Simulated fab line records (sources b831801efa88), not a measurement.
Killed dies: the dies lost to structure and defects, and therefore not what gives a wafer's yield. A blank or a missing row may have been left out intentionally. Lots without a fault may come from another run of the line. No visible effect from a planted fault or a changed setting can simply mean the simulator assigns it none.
Which tool did it? | flow gf180mcu | 10 lots with 30 wafers sampled at 6 steps, on a route of 602 steps

WHAT THE GAUGES READ, wafer by wafer
GF_MIM_THK_MEAS_06.
lot  | measured     | on           | MIM_CVD_05_THK (nm)
L428 | day 24 10:46 | filmMetro-03 | 41.1 42.1 42.9
L430 | day 25 05:50 | filmMetro-04 | 42.4 42.2 43.1
L432 | day 25 19:46 | filmMetro-02 | 41.6 40.4 41.3
L439 | day 28 00:46 | filmMetro-04 | 41.7 41.0 42.2
L440 | day 28 05:55 | filmMetro-03 | 40.7 41.8 41.1
L441 | day 28 22:23 | filmMetro-02 | 41.8 42.8 42.3
L442 | day 29 01:22 | filmMetro-03 | 41.0 41.2 41.8
L443 | day 29 07:10 | filmMetro-02 | 40.7 41.3 41.6
L445 | day 29 21:16 | filmMetro-04 | 40.9 41.5 41.7
L450 | day 31 13:57 | filmMetro-04 | 42.0 41.1 41.5

GF_MIM_RS_MEAS_10: measurement is done with a four-point probe.
lot  | measured     | on           | MIM_ALCU_RS (ohm/sq)
L428 | day 24 10:56 | filmMetro-03 | 0.1620 0.1614 0.1609
L430 | day 25 06:01 | filmMetro-03 | 0.1616 0.1614 0.1625
L432 | day 25 19:56 | filmMetro-04 | 0.1596 0.1604 0.1605
L439 | day 28 00:55 | filmMetro-02 | 0.1610 0.1633 0.1632
L440 | day 28 06:05 | filmMetro-03 | 0.1621 0.1622 0.1649
L441 | day 28 22:34 | filmMetro-02 | 0.1230 0.1624 0.1624 0.1232 0.1623 0.1619
L442 | day 29 01:32 | filmMetro-02 | 0.1599 0.1599 0.1639
L443 | day 29 07:19 | filmMetro-04 | 0.1221 0.1582 0.1607 0.1222 0.1583 0.1609
L445 | day 29 21:25 | filmMetro-04 | 0.1622 0.1585 0.1568
L450 | day 31 14:07 | filmMetro-04 | 0.1580 0.1582 0.1616

GF_MIM_THK_MEAS_11: measures by xrf.
lot  | measured     | on           | MIM_ALCU_THK (nm)
L428 | day 24 11:03 | filmMetro-03 | 196.5 197.0 197.4
L430 | day 25 06:07 | filmMetro-03 | 196.3 197.3 194.3
L432 | day 25 20:03 | filmMetro-04 | 196.3 197.4 195.4
L439 | day 28 01:02 | filmMetro-02 | 199.5 196.6 197.0
L440 | day 28 06:12 | filmMetro-03 | 196.3 195.7 193.2
L441 | day 29 00:09 | filmMetro-02 | 257.3 197.2 197.9 258.0 196.7 197.8
L442 | day 29 01:39 | filmMetro-02 | 200.5 199.8 196.7
L443 | day 29 10:42 | filmMetro-04 | 257.2 199.6 197.0 255.9 200.7 197.1
L445 | day 29 21:32 | filmMetro-04 | 195.3 200.0 201.5
L450 | day 31 14:14 | filmMetro-04 | 200.7 200.7 196.7

WHAT TOOL EACH LOT RAN ON (gives the tool, then ch and the chambers of the sampled wafers, and finally the start)
lot  | GF_V4_SPUTTER_21            | GF_V4_CMP_26                  | GF_MIM_SPUTTER_08
L428 | pvdSputter-04, day 24 09:49 | cmp-01 ch 1,2,3, day 24 10:16 | pvdSputter-02, day 24 10:52
L430 | pvdSputter-01, day 25 04:53 | cmp-01 ch 0,2,3, day 25 05:16 | pvdSputter-03, day 25 05:56
L432 | pvdSputter-02, day 25 18:50 | cmp-02 ch 1,3, day 25 19:13   | pvdSputter-04, day 25 19:53
L439 | pvdSputter-02, day 27 23:49 | cmp-02 ch 2,3, day 28 00:12   | pvdSputter-02, day 28 00:52
L440 | pvdSputter-02, day 28 04:55 | cmp-01 ch 0,3, day 28 05:25   | pvdSputter-03, day 28 06:02
L441 | pvdSputter-04, day 28 21:23 | cmp-01 ch 1,2,3, day 28 21:46 | pvdSputter-02, day 28 22:29
L442 | pvdSputter-04, day 29 00:25 | cmp-02 ch 0,1, day 29 00:49   | pvdSputter-04, day 29 01:28
L443 | pvdSputter-01, day 29 06:13 | cmp-01 ch 0,2,3, day 29 06:36 | pvdSputter-02, day 29 07:16
L445 | pvdSputter-01, day 29 20:19 | cmp-01 ch 0,1,2, day 29 20:42 | pvdSputter-03, day 29 21:22
L450 | pvdSputter-04, day 31 13:00 | cmp-02 ch 2,3, day 31 13:24   | pvdSputter-04, day 31 14:03
- GF_V4_SPUTTER_21: material Ti, target thk 15 nm, time 80.02 s.
- GF_V4_CMP_26: polishes, stops on SiO2, t overpolish 15 s, target thk 0 nm.
- GF_MIM_SPUTTER_08: material AlCu, target thk 200 nm, time 10.6 s.

AS READ BY THE TOOLS THEMSELVES (means over the sampled wafers that have a number; for cases with no such wafer, the mark the record gives instead)
GF_V4_SPUTTER_21.
lot  | tool          | cathodeDcPowerW (W) | throttleValvePct (%)
L428 | pvdSputter-04 | 2500.4              | 30.1
L430 | pvdSputter-01 | 2500.0              | 30.7
L432 | pvdSputter-02 | 2500.5              | 31.6
L439 | pvdSputter-02 | 2500.7              | 30.1
L440 | pvdSputter-02 | 2499.6              | 31.7
L441 | pvdSputter-04 | 2500.1              | 29.6
L442 | pvdSputter-04 | 2499.7              | 30.1
L443 | pvdSputter-01 | 2499.9              | 30.3
L445 | pvdSputter-01 | 2500.2              | 30.7
L450 | pvdSputter-04 | 2500.2              | 29.6

GF_V4_CMP_26.
lot  | tool   | headPressurePsi (psi) | motorCurrentA (A) | overpolishRunS (s) | timeToEndpointS (s)
L428 | cmp-01 | 3.502                 | 10.8              | 14.999             | 85
L430 | cmp-01 | 3.493                 | 11.8              | 14.991             | 82
L432 | cmp-02 | 3.505                 | 11.8              | 15.005             | 88
L439 | cmp-02 | 3.504                 | 11.2              | 14.998             | 79
L440 | cmp-01 | 3.503                 | 11.1              | 14.992             | 78
L441 | cmp-01 | 3.493                 | 10.9              | 15.001             | 81
L442 | cmp-02 | 3.497                 | 11.0              | 15.000             | 79
L443 | cmp-01 | 3.501                 | 12.0              | 15.005             | 81
L445 | cmp-01 | 3.491                 | 12.0              | 15.007             | 82
L450 | cmp-02 | 3.490                 | 11.5              | 15.005             | 80

GF_MIM_SPUTTER_08.
lot  | tool          | cathodeDcPowerW (W) | throttleValvePct (%)
L428 | pvdSputter-02 | 10599               | 31.1
L430 | pvdSputter-03 | 10600               | 30.3
L432 | pvdSputter-04 | 10599               | 28.8
L439 | pvdSputter-02 | 10600               | 31.7
L440 | pvdSputter-03 | 10601               | 29.0
L441 | pvdSputter-02 | 11614               | 31.9
L442 | pvdSputter-04 | 10600               | 30.1
L443 | pvdSputter-02 | 11616               | 31.1
L445 | pvdSputter-03 | 10600               | 29.5
L450 | pvdSputter-04 | 10602               | 29.6

THE ANSWER, worked out from the rows above alone
Rule: usual is defined by the lots themselves. The widest of any qualifying gaps counts: lots, ordered by their means at a reading, are off when they make up no more than a third of the lots, leave a main group of 4 or more, and stand apart from it by 3 or more times the standard deviation of that group's means. A main group is skipped when, at the precision printed for the reading in the tables above, its means are all equal. A lot without any number at a reading at which 4 lots or more have one is off too. All remaining lots with rows at the step are treated as sound. Order of review: gauges by route order, followed by the tools' own readings, for which a lot's mean as printed above is used. At the first step where some lot is off, the reading lying furthest off is the one used; lots without a number count as furthest.
Off: L441, L443, at GF_MIM_RS_MEAS_10 (MIM_ALCU_RS). Mean 0.1611 ohm/sq and standard deviation 0.0013 in the main group.
A tool fits if, at a process step before that reading, it ran every lot that is off, and no sound lot after the first of them. Not tried: the gauges at GF_MIM_RS_MEAS_10; whatever is off there is also off at GF_MIM_SPUTTER_08, on other tools, and gauge error can't account for it. One fits: GF_MIM_SPUTTER_08 on pvdSputter-02. Its last sound lot is L439 (day 28 00:52), its first lot that is off L441 (day 28 22:29): a fault that began between those two fits.
The tool's own readings at GF_MIM_SPUTTER_08 bear it out: on the lots that are off they differ by more than 5 times the standard deviation of the sound lots' means. cathodeDcPowerW reads 11615 W there against 10600 W on the sound lots.

WHAT THE SIMULATOR PUT IN
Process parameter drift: pvdSputter-02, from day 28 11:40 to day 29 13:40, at GF_MIM_SPUTTER_08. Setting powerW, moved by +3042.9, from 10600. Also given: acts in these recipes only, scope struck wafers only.
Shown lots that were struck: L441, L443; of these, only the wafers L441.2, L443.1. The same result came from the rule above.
